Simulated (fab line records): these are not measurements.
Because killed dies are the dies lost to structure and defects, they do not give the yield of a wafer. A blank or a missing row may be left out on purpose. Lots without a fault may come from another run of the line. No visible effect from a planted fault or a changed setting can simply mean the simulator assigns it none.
A lot that was struck, set against a sound lot -- flow sky130 -- 15 out of 708 route steps
Sound: wafers L212.1, L212.3, L212.6. Struck: wafers L217.1, L217.2, L217.3. The cause is named last.
Each step with rows lists, per side, the tool, then ch with its chambers, then its first start. Under that, the readings that differ: sound wafers -- struck wafers -- difference of the means -- sigmas: that difference in standard deviations of wafers without a fault.
alike: a reading whose means differ by less than 2 such deviations, as well as words and numbers matching on both sides. not compared: withheld readings; readings where some wafer has no value; bounds like >300 that might hide an equal value; numbers whose values overlap and for which the record gives no deviation.
A row with sigmas, a row that says differs or no value, or rows on one side alone: a step with any of these is where the two part. Non-overlapping numbers with no deviation appear without sigmas and do not part them. Lack of a reading on every wafer of one side parts them only where that side has two or more wafers.

first, 1 step without rows for these wafers: SKY_SONOS_ONO_WET_ETCH_16 (etches SiO2 in dHF, target depth 14 nm, time 280 s).
SKY_SONOS_ONO_STRIP_17: strips in O2/N2.
  sound on plasma-asher-03 ch 1, day 17 03:48; struck on plasma-asher-03 ch 0,1, day 18 14:50
  alike: drypump-motor-current-A, oes-product-au, strip-time-to-endpoint-s
  not compared: rf-hours-counter-h
then, 3 steps without rows for these wafers: SKY_SONOS_ONO_WET_ETCH_18 (etches Si3N4 in H3PO4, target depth 15 nm, time 172 s); SKY_GATE_OXIDE_CLEAN_00 (cleans in SC1/SC2, time 150 s); SKY_GATE_OXIDE_OXIDATION_01 (stabilise 600 s, purge 300 s, target thk 10.268 nm).
SKY_GATE_OXIDE_THK_MEAS_02:
  sound on film-metro-01, day 17 05:25; struck on film-metro-01, day 18 17:36
  alike: GATE_OXIDE_OXIDATION_00_THK
then, 6 steps without rows for these wafers: SKY_GATE_OXIDE_DEHYDRATE_03 (time 60 s); SKY_GATE_OXIDE_HMDS_04 (prime time 60 s); SKY_GATE_OXIDE_COAT_05 (resist thk 1140 nm); SKY_GATE_OXIDE_SOFTBAKE_06 (time 60 s); SKY_GATE_OXIDE_EXPOSE_07 (exposes mask LVOM, target cd 600 nm); SKY_GATE_OXIDE_PEB_08.
SKY_GATE_OXIDE_DEVELOP_09: develop time 60 s.
  sound on litho-track-03 ch 0, day 18 11:55; struck on litho-track-04 ch 0, day 19 23:50
reading,sound,struck,difference,sigmas
developer-temp-C (C),23.08 23.16 23.05,22.02 22.18 22.17,-0.97,-10
SKY_GATE_OXIDE_OVL_MEAS_10:
  sound on overlay-01, day 18 12:04; struck on overlay-02, day 19 23:59
  alike: GATE_OXIDE_OVL
-- the record jumps here: 30 days lie between the struck wafers' starts before and after (it left off in module GATE_OXIDE and takes up again in module PAD_OPEN, whose first step shown is number 708 of the route) --
SKY_PAD_OPEN_PROBE_99:
  sound on prober-02, day 49 15:53; struck on prober-02, day 49 20:06
  alike: killed_at_M0_to_M3, killed_at_M4_up, killed-at-contacts, killed-at-front-end, killed-at-other, killed-dies, killed-open, killed-short

WHERE THEY PART
SKY_GATE_OXIDE_DEVELOP_09 only, going by this record. Later steps at which nothing parts them and some readings are alike: SKY_GATE_OXIDE_OVL_MEAS_10, SKY_PAD_OPEN_PROBE_99.

WHY: whatever the simulator had introduced
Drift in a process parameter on litho-track-04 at SKY_GATE_OXIDE_DEVELOP_09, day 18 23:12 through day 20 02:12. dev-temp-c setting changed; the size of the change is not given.
